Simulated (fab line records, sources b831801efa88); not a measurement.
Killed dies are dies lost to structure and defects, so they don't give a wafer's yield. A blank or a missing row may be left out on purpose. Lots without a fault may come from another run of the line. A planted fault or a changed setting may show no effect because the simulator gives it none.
A struck lot beside a sound one | flow gf180mcu | 15 steps out of a route of 602
Sound: wafers L100.2, L100.5, L100.6. Struck: wafers L112.1, L112.2, L112.5. The cause comes at the end.
At each step with rows: each side's tool, then ch and its chambers, then its first start. Under that, the readings that differ: sound wafers | struck wafers | difference of the means | sigmas: that difference in standard deviations of wafers without a fault.
alike: readings whose means differ by less than 2 such deviations, and words and numbers that are the same on both sides. not compared: withheld readings, readings that some wafer has no value for, bounds like >300 that may hide the same value, and numbers for which the record gives no deviation and whose values overlap.
The two part at a step that has a row with sigmas, a row that says differs or no value, or rows on one side only. Numbers that don't overlap but have no deviation are shown without sigmas and don't part them. A reading that every wafer of one side lacks parts them only if that side has two wafers or more.

first, 4 steps without rows for these wafers: GF_CONTACT_SOFTBAKE_10 (time 60 s); GF_CONTACT_EXPOSE_11 (exposes mask Contact, target cd 220 nm); GF_CONTACT_PEB_12 (peb time 90 s); GF_CONTACT_DEVELOP_13 (develop time 60 s).
GF_CONTACT_CD_MEAS_14: target cd 220 nm.
  sound on cd_sem-01, day 18 04:07; struck on cd_sem-01, day 22 16:34
  alike: cd_nm
GF_CONTACT_OVL_MEAS_15:
  sound on overlay-02, day 18 04:13; struck on overlay-01, day 22 16:41
  reading          | sound    | struck | difference | sigmas
  CONTACT_OVL (nm) | -4 -6 -9 | 4 7 1  | +10        | +2
GF_CONTACT_ETCH_16: etches BARC in N2/H2.
  sound on rie_diel-02 ch 1,2, day 18 04:15; struck on rie_diel-03 ch 0,2, day 22 16:44
  alike: drypump_motor_current_A, oes_product_au, throttle_valve_pct
GF_CONTACT_ETCH_17: etches SiO2 in C4F8/O2/Ar, stops on CoSi2, target depth 860 nm.
  sound on rie_diel-02 ch 1,2; struck on rie_diel-03 ch 0,2
  alike: oes_product_au
GF_CONTACT_STRIP_18: strips in O2/N2.
  sound on plasma_asher-01 ch 0,1, day 18 04:25; struck on plasma_asher-01 ch 0,1, day 22 16:58
  alike: drypump_motor_current_A, heater_power_w, oes_product_au
  not compared: rf_hours_counter_h
then, 3 steps without rows for these wafers: GF_CONTACT_CLEAN_19 (cleans in SPM); GF_CONTACT_CLEAN_20 (cleans in DIW); GF_CONTACT_CLEAN_21 (cleans in dHF, time 20 s).
GF_CONTACT_SPUTTER_22: material Ti, target thk 15 nm, time 80.02 s.
  sound on pvd_sputter-02, day 18 04:43; struck on pvd_sputter-02, day 22 17:22
  reading                                    | sound             | struck            | difference | sigmas
  chamber_pressure_pa (Pa)                   | 5.008 4.990 4.994 | 5.672 5.678 5.676 | +0.678     | +68
  model.Ti_of_CONTACT_SPUTTER_22.thk_nm (nm) | 14.92 15.03 15.22 | 13.65 13.68 13.7  | -1.38      |
  alike: throttle_valve_pct
GF_CONTACT_SPUTTER_23: material TiN, target thk 10 nm, time 40 s.
  sound on pvd_sputter-02, day 18 04:47; struck on pvd_sputter-02, day 22 17:25
  alike: chamber_pressure_pa, throttle_valve_pct
-- the record jumps here: 12 days lie between the struck wafers' starts before and after (it left off in module CONTACT and takes up again in module PASSIVATION, whose first step shown is number 602 of the route) --
GF_PASSIVATION_PROBE_99:
  the record has rows for the struck wafers here (prober-01, day 34 08:47) and none for the sound ones

WHERE THEY PART
First at GF_CONTACT_OVL_MEAS_15; last, within this record, at GF_PASSIVATION_PROBE_99.

WHY: what the simulator had put in
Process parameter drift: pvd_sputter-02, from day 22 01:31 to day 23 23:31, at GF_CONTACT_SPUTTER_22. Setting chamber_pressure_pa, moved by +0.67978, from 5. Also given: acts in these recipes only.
